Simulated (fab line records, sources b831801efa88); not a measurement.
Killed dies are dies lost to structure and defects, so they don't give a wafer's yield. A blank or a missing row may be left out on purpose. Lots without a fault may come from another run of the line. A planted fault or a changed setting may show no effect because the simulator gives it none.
fab line records | flow sky130
record lots=11 wafers=33 last_day=50
route steps=708 shown VIA2@521 PAD_OPEN@708
lots that met no fault: from a run of the same line without faults
start_h: hours from the record's first day to the start of the lot's first wafer shown | wait_h: hours since the lot's step before | " the same as in the row above | L1.1+2: a row that stands for several wafers | - no value, or no start given | * or withheld: withheld | < > ~ a bound
route shown NAME@n: a module of which the file shows steps, and the number in the route of the first | usual: mean/standard deviation of fault-free wafers | same: alike in all rows | chamber/n: place in a boat | sites: the reading at each site | _std_site: their standard deviation | _edge_site: outer sites' mean less inner sites' | radius_mm: how far each site lies from the wafer's centre | mask NAME#n: copy n | behind: the tool/chamber that last shaped the wafer | hold: why the lot was held/for how many hours/how that ended | device: the transistor (n, p or np) that didn't switch | end of line: the same wafers' tests at the end of the route | a step without rows: its recipe alone | killed: dies lost to structure and defects at the first sort, not the wafer's yield | map: a wafer's dies, x killed, . not, _ none there
set.NAME: the setting as run; set.NAME@STEP: as run at that earlier step | model.NAME: the simulator's own value behind a step, which no gauge read
steps of the route over a sample of lots; a table a step, a row a wafer
services: from which hour (start_h, from the record's first day; less than 0 if before it) a tool's chamber was out of use, for how many hours, and why
## steps
# step SKY_VIA2_ETCH_14
# recipe chemistry=N2/H2 target=BARC ion_energy_ev=200 source_w=500 bias_w=100 pressure_mtorr=30 n2_flow_sccm=100 h2_flow_sccm=200 stop_on=SiO2 time_s=45.9 target_depth_a=600
# usual drypump_motor_current_A=5.6/0.52 oes_product_au=0.855/0.005 run_length_s=74.3/0.41 throttle_valve_pct=13.225/0.0084
# columns lot.wafer tool chamber start_h wait_h drypump_motor_current_A oes_product_au rf_hours_counter_h run_length_s throttle_valve_pct
L572.1 rie_diel-02 0 829.72 0.0 6.4 0.861 17 74.7 13.225
L572.4 " 2 " " 6.3 0.845 11 75.0 13.210
L572.6 " 0 " " 6.4 0.858 - 74.6 13.212
L573.2 rie_diel-01 2 850.08 0.0 5.0 0.849 22 74.5 13.216
L573.3 " 1 " " 6.1 0.854 8 74.7 13.228
L573.6 " 2 " " 5.0 0.855 - 74.0 13.233
L583.1 rie_diel-01 2 921.42 0.0 5.0 1.005 25 62.5 13.244
L583.3 " 0 " " 4.8 1.013 23 62.1 13.250
L583.4 " 3 " " 6.0 1.015 3 61.9 13.254
L582.2 rie_diel-01 0 926.84 0.0 4.8 0.995 23 61.8 13.247
L582.3 " 3 " " 6.0 0.998 3 61.5 13.233
L582.4 " 1 " " 6.1 0.997 11 62.7 13.242
L585.2 rie_diel-01 2 938.03 0.0 5.0 1.016 25 62.4 13.251
L585.5 " 3 " " 6.0 1.005 - 61.9 13.239
L585.6 " 2 " " 5.0 1.013 - 62.5 13.244
L589.1 rie_diel-02 0 977.78 0.0 6.4 0.850 21 74.5 13.240
L589.2 " 3 " " 5.7 0.857 11 74.6 13.246
L589.4 " 2 " " 6.3 0.849 15 74.5 13.220
L590.1 rie_diel-02 0 983.47 0.0 6.3 0.855 21 74.7 13.232
L590.3 " 3 " " 5.7 0.855 11 74.0 13.212
L590.5 " 0 " " 6.3 0.854 - 74.6 13.216
L592.1 rie_diel-02 3 1002.34 0.0 5.7 0.854 12 74.1 13.226
L592.5 " 2 " " 6.3 0.854 - 74.3 13.225
L592.6 " 3 " " 5.6 0.857 - 73.9 13.225
L593.1 rie_diel-02 2 1009.64 0.0 6.2 0.857 16 74.4 13.224
L593.2 " 3 " " 5.7 0.856 12 74.7 13.218
L593.4 " 0 " " 6.4 0.842 22 74.5 13.234
L595.2 rie_diel-04 3 1010.63 0.0 5.1 0.853 15 74.2 13.218
L595.3 " 2 " " 5.2 0.857 15 74.6 13.219
L595.6 " 1 " " 6.0 0.856 - 74.6 13.229
L594.1 rie_diel-02 2 1015.74 0.0 6.3 0.857 16 74.7 13.220
L594.2 " 3 " " 5.7 0.856 12 74.2 13.231
L594.3 " 0 " " 6.3 0.855 22 75.0 13.211
# step SKY_VIA2_STRIP_16
# recipe chemistry=O2/N2 power_w=1400 pressure_mtorr=1500 platen_temp_c=withheld o2_flow_sccm=3000 n2_flow_sccm=300 overash_fraction=0.5
# usual drypump_motor_current_A=5.3/0.34 oes_product_au=0.398/0.0044 strip_time_to_endpoint_s=4.039/0.023
# columns lot.wafer tool chamber start_h wait_h drypump_motor_current_A oes_product_au rf_hours_counter_h strip_time_to_endpoint_s
L572.1 plasma_asher-01 1 829.82 0.0 5.3 0.400 40 4.003
L572.4 " 0 " " 4.8 0.398 - 4.066
L572.6 " 0 " " 4.8 0.398 - 4.035
L573.2 plasma_asher-02 1 850.19 0.0 5.6 0.396 73 3.986
L573.3 " 0 " " 5.0 0.399 - 4.037
L573.6 " 1 " " 5.6 0.393 - 3.996
L583.1 plasma_asher-03 0 921.52 0.0 5.5 0.410 107 4.157
L583.3 " 0 " " 5.5 0.401 - 4.149
L583.4 " 1 " " 5.7 0.403 - 4.140
L582.2 plasma_asher-02 1 926.95 0.0 5.6 0.400 81 4.164
L582.3 " 1 " " 5.6 0.409 - 4.174
L582.4 " 0 " " 5.0 0.394 - 4.193
L585.2 plasma_asher-03 1 938.14 0.0 5.8 0.407 109 4.135
L585.5 " 0 " " 5.5 0.406 - 4.149
L585.6 " 1 " " 5.7 0.404 - 4.122
L589.1 plasma_asher-01 0 977.88 0.0 4.8 0.405 54 4.062
L589.2 " 1 " " 5.3 0.396 54 4.050
L589.4 " 1 " " 5.3 0.399 - 4.071
L590.1 plasma_asher-01 1 983.57 0.0 5.3 0.398 55 4.051
L590.3 " 0 " " 4.8 0.397 - 4.019
L590.5 " 0 " " 4.8 0.400 - 4.029
L592.1 plasma_asher-03 0 1002.45 0.0 5.5 0.405 116 4.074
L592.5 " 0 " " 5.5 0.393 - 4.055
L592.6 " 1 " " 5.7 0.406 - 4.067
L593.1 plasma_asher-01 1 1009.75 0.0 5.3 0.398 58 4.056
L593.2 " 0 " " 4.8 0.395 58 4.033
L593.4 " 0 " " 4.8 0.392 - 4.008
L595.2 plasma_asher-02 1 1010.74 0.0 5.6 0.402 90 4.040
L595.3 " 0 " " 4.9 0.394 - 4.015
L595.6 " 1 " " 5.6 0.397 - 4.019
L594.1 plasma_asher-01 1 1015.85 0.0 5.3 0.399 58 4.048
L594.2 " 0 " " 4.8 0.397 58 4.040
L594.3 " 0 " " 4.8 0.399 - 4.024
# step SKY_VIA2_CVD_21
# recipe material=W target_thk_nm=420 time_s=126.4 temp_c=400 pressure_torr=40
# usual heater_power_w=891/84
# columns lot.wafer tool chamber start_h wait_h heater_power_w
L572.1 cvd_w-02 0 830.48 0.0 915
L572.4 " 0 " " 936
L572.6 " 0 " " 947
L573.2 cvd_w-02 0 850.88 0.0 961
L573.3 " 0 " " 938
L573.6 " 0 " " 942
L583.1 cvd_w-02 0 922.18 0.0 927
L583.3 " 0 " " 927
L583.4 " 1 " " 899
L582.2 cvd_w-02 1 927.67 0.1 931
L582.3 " 1 " " 900
L582.4 " 0 " " 928
L585.2 cvd_w-01 1 938.79 0.0 860
L585.5 " 0 " " 756
L585.6 " 1 " " 858
L589.1 cvd_w-01 1 978.58 0.0 869
L589.2 " 0 " " 727
L589.4 " 1 " " 876
L590.1 cvd_w-02 0 984.23 0.0 948
L590.3 " 0 " " 917
L590.5 " 1 " " 917
L592.1 cvd_w-02 1 1003.10 0.0 922
L592.5 " 0 " " 954
L592.6 " 1 " " 934
L593.1 cvd_w-02 1 1010.40 0.0 918
L593.2 " 0 " " 945
L593.4 " 0 " " 934
L595.2 cvd_w-02 1 1011.39 0.0 923
L595.3 " 1 " " 916
L595.6 " 1 " " 894
L594.1 cvd_w-02 0 1016.50 0.0 927
L594.2 " 1 " " 915
L594.3 " 1 " " 909
# step SKY_VIA2_THK_MEAS_23
# recipe thk_meas_gauge=xrf reads=W_of_VIA2_CVD_21
# usual VIA2_W_THK=439/8.6
# columns lot.wafer tool chamber start_h wait_h VIA2_W_THK[nm]
L572.1 film_metro-03 - 830.73 0.1 440
L572.4 " - " " 439
L572.6 " - " " 441
L573.2 film_metro-03 - 851.14 0.1 442
L573.3 " - " " 436
L573.6 " - " " 436
L583.1 film_metro-04 - 922.43 0.1 428
L583.3 " - " " 432
L583.4 " - " " 433
L582.2 film_metro-01 - 927.93 0.1 453
L582.3 " - " " 453
L582.4 " - " " 452
L585.2 film_metro-01 - 939.05 0.1 437
L585.5 " - " " 438
L585.6 " - " " 429
L589.1 film_metro-03 - 978.83 0.1 450
L589.2 " - " " 452
L589.4 " - " " 450
L590.1 film_metro-03 - 984.48 0.1 439
L590.3 " - " " 434
L590.5 " - " " 444
L592.1 film_metro-03 - 1003.35 0.1 442
L592.5 " - " " 450
L592.6 " - " " 440
L593.1 film_metro-01 - 1010.65 0.1 442
L593.2 " - " " 442
L593.4 " - " " 439
L595.2 film_metro-01 - 1011.65 0.1 432
L595.3 " - " " 427
L595.6 " - " " 430
L594.1 film_metro-03 - 1016.75 0.1 446
L594.2 " - " " 432
L594.3 " - " " 438
# step SKY_VIA2_CMP_24
# recipe stop_on=SiO2 t_overpolish_s=20 down_force_psi=3.5 platen_rpm=60 target_thk_nm=0 pad_velocity_m_s=0.94248
# usual motor_current_A=10.7/0.86 overpolish_run_s=19.999/0.0091 time_to_endpoint_s=102/3.1
# columns lot.wafer tool chamber start_h wait_h motor_current_A overpolish_run_s time_to_endpoint_s
L572.4 cmp-01 3 830.89 0.1 10.9 20.005 103
L572.1 " 0 " " 11.2 19.985 105
L572.6 " 2 " " 9.8 19.994 101
L573.2 cmp-02 0 851.24 0.1 11.5 19.994 104
L573.3 " 2 " " 11.0 20.013 105
L573.6 " 3 " " 8.8 19.988 104
L583.1 cmp-02 1 922.49 0.1 10.1 19.997 99
L583.4 " 2 " " 11.1 20.005 99
L583.3 " 3 " " 9.1 19.992 101
L582.2 cmp-02 3 927.98 0.0 9.5 19.992 105
L582.3 " 1 " " 10.0 20.002 101
L582.4 " 2 " " 10.9 19.999 103
L585.2 cmp-01 3 939.10 0.0 10.9 20.010 101
L585.6 " 3 " " 10.2 20.002 97
L585.5 " 0 " " 11.8 20.001 103
L589.4 cmp-01 2 978.89 0.0 10.2 20.001 104
L589.2 " 3 " " 10.3 19.996 107
L589.1 " 1 " " 11.0 19.994 104
L590.1 cmp-01 0 984.59 0.1 11.9 19.996 99
L590.3 " 1 " " 11.3 20.013 100
L590.5 " 0 " " 11.2 20.004 99
L592.1 cmp-02 1 1003.51 0.1 9.1 19.994 99
L592.5 " 3 " " 9.3 19.989 105
L592.6 " 0 " " 11.6 20.004 98
L593.2 cmp-01 3 1010.91 0.2 10.8 19.991 100
L593.1 " 0 " " 12.5 19.981 100
L593.4 " 1 " " 11.2 20.012 102
L595.2 cmp-01 2 1011.70 0.0 9.7 20.003 100
L595.3 " 3 " " 10.7 20.003 104
L595.6 " 3 " " 10.6 19.987 101
L594.2 cmp-01 0 1016.81 0.0 11.8 19.984 93
L594.1 " 1 " " 10.6 20.003 95
L594.3 " 2 " " 10.1 19.999 96
# step SKY_PAD_OPEN_PROBE_99
# usual defect_limited_yield=82.4/2.1 killed_at_M0_to_M3=44/7 killed_at_M4_up=3.0/1.9 killed_at_contacts=24/5.4 killed_at_front_end=15/4.6 killed_at_other=0.3/0.5 killed_dies=87/10 killed_open=47/7 killed_short=40/6.2 sort_bin_3_pad_short=0.9/0.5 sort_bin_5_function=10.4/1.4 sort_bin_6_memory=6.3/1.2 sort_n_pass=405/10 sort_yield_pct=82.4/2.1
# same gross_dies=492 killed_at_back_side=0 sort_bin_4_leakage[%]=0 sort_bin_8_speed[%]=0
# columns lot.wafer tool chamber start_h wait_h defect_limited_yield[%] killed_at_M0_to_M3 killed_at_M4_up killed_at_contacts killed_at_front_end killed_at_other killed_dies killed_open killed_short sort_bin_3_pad_short[%] sort_bin_5_function[%] sort_bin_6_memory[%] sort_n_pass sort_yield_pct[%]
L583.1 prober-02 - 1131.05 0.1 82.9 42 3 22 17 0 84 46 38 0.4 10.2 6.5 408 82.9
L583.3 prober-02 - 1131.15 0.2 77.0 60 2 31 20 0 113 58 52 1.6 12.0 9.3 379 77.0
L583.4 prober-02 - 1131.20 0.2 79.5 53 1 31 15 1 101 50 46 1.0 12.8 6.7 391 79.5
L582.2 prober-01 - 1138.67 0.1 83.1 49 1 26 7 0 83 48 31 0.4 10.6 5.9 409 83.1
L582.3 prober-01 - 1138.72 0.2 77.8 67 7 25 10 0 109 48 41 0.4 14.4 7.3 383 77.8
L582.4 prober-01 - 1138.77 0.2 82.3 43 0 29 15 0 87 45 39 0.8 11.6 5.3 405 82.3
L585.2 prober-01 - 1145.15 0.1 80.5 52 5 21 18 0 96 54 41 0.2 11.8 7.5 396 80.5
L585.5 prober-01 - 1145.30 0.2 83.7 39 5 24 12 0 80 42 36 0.6 10.0 5.7 412 83.7
L585.6 prober-01 - 1145.35 0.2 79.1 53 5 28 17 0 103 53 48 0.4 12.0 8.5 389 79.1
# killed by level:class
L583.1 VIA1:geometric_particle:open=10 CONTACT:geometric_particle:open=9 FIELD_ISO:geometric_particle:open=7 VIA1:geometric_particle:short=6 VIA2:geometric_particle:open=6 LI_CONTACT:geometric_particle:open=5 FIELD_ISO:geometric_particle:short=4 METAL1:geometric_particle:short=4
L583.3 VIA1:geometric_particle:open=16 CONTACT:geometric_particle:open=14 METAL1:geometric_particle:short=8 CONTACT:geometric_particle:short=7 POLY_GATE:geometric_particle:open=6 VIA2:geometric_particle:short=6 LI_CONTACT:geometric_particle:open=6 VIA1:geometric_particle:short=6
L583.4 LI_CONTACT:geometric_particle:open=10 VIA1:geometric_particle:open=10 CONTACT:geometric_particle:open=9 VIA1:geometric_particle:short=9 CONTACT:geometric_particle:short=7 VIA3:geometric_particle:open=7 METAL2:geometric_particle:short=6 FIELD_ISO:geometric_particle:short=5
L582.2 VIA1:geometric_particle:open=10 CONTACT:geometric_particle:open=9 LI_CONTACT:geometric_particle:open=8 VIA3:geometric_particle:open=7 VIA1:geometric_particle:short=6 METAL1:geometric_particle:short=5 VIA2:geometric_particle:open=4 LOCAL_INTERCONNECT:geometric_particle:short=4
L582.3 VIA2:area_etch=20 CONTACT:geometric_particle:open=13 VIA1:geometric_particle:open=8 LI_CONTACT:geometric_particle:open=7 METAL1:geometric_particle:short=7 VIA1:geometric_particle:short=7 VIA2:geometric_particle:open=6 METAL4:geometric_particle:short=6
L582.4 VIA1:geometric_particle:open=12 CONTACT:geometric_particle:open=8 CONTACT:geometric_particle:short=8 FIELD_ISO:geometric_particle:open=6 METAL1:geometric_particle:short=6 VIA3:geometric_particle:open=6 LI_CONTACT:geometric_particle:open=5 LOCAL_INTERCONNECT:geometric_particle:short=5
L585.2 VIA1:geometric_particle:open=15 CONTACT:geometric_particle:open=11 VIA3:geometric_particle:open=7 FIELD_ISO:geometric_particle:short=6 FIELD_ISO:geometric_particle:open=6 VIA1:geometric_particle:short=6 CONTACT:geometric_particle:short=5 METAL3:geometric_particle:short=5
L585.5 VIA2:geometric_particle:open=10 CONTACT:geometric_particle:open=10 METAL1:geometric_particle:short=7 CONTACT:geometric_particle:short=6 FIELD_ISO:geometric_particle:open=5 METAL2:geometric_particle:short=5 VIA1:geometric_particle:open=5 METAL4:geometric_particle:short=4
L585.6 VIA1:geometric_particle:open=17 METAL1:geometric_particle:short=12 VIA3:geometric_particle:open=10 CONTACT:geometric_particle:short=9 CONTACT:geometric_particle:open=6 VIA1:geometric_particle:short=6 FIELD_ISO:geometric_particle:open=4 FIELD_ISO:geometric_particle:short=4
## services
# columns tool chamber start_h hours kind
cvd_w-01 - 819.98 6.9 pm
rie_diel-04 1 820.03 11.9 repair
cvd_w-02 - 827.54 2.8 pm
plasma_asher-03 - 834.24 7.6 repair
rie_diel-01 - 837.49 0.2 repair
rie_diel-04 2 852.42 4.8 repair
plasma_asher-01 - 856.11 14.6 pm
cmp-01 - 857.66 1.1 repair
cvd_w-01 1 858.83 10.6 repair
cvd_w-02 - 863.52 14.6 pm
plasma_asher-03 - 865.08 4.4 repair
plasma_asher-02 - 869.48 2.8 pm
plasma_asher-01 - 884.01 5.9 repair
cvd_w-02 - 904.00 14.0 pm
cmp-02 - 912.07 4.0 pm
cvd_w-01 - 918.00 14.6 pm
cmp-02 - 923.91 3.1 repair
cvd_w-02 - 928.78 2.2 repair
rie_diel-02 1 949.25 12.3 repair
rie_diel-01 3 970.44 3.8 repair
cmp-01 - 972.43 1.9 repair
plasma_asher-02 - 975.85 6.1 repair
cmp-02 - 994.06 6.5 pm
cmp-02 - 1008.70 4.6 pm
## key
first_sign step=SKY_VIA2_ETCH_14 reading=oes_product_au direction=up sigmas=30 usual=0.855 struck=1.006
effect step=SKY_VIA2_ETCH_14 reading=run_length_s direction=down sigmas=30 usual=* struck=*
effect step=SKY_VIA2_STRIP_16 reading=strip_time_to_endpoint_s direction=up sigmas=5 usual=* struck=*
met_at SKY_VIA2_ETCH_14
struck_lots L582,L583,L585
not_acting_at SKY_VIA2_CVD_21,SKY_VIA2_THK_MEAS_23,SKY_VIA2_CMP_24
onset_between 850.08 921.42
fault kind=process_parameter_drift tool=rie_diel-01 chamber=- onset_h=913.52 steps=SKY_VIA2_ETCH_14 channel=time_s offset=* shape=step end_h=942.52 acts_in=* stated=*
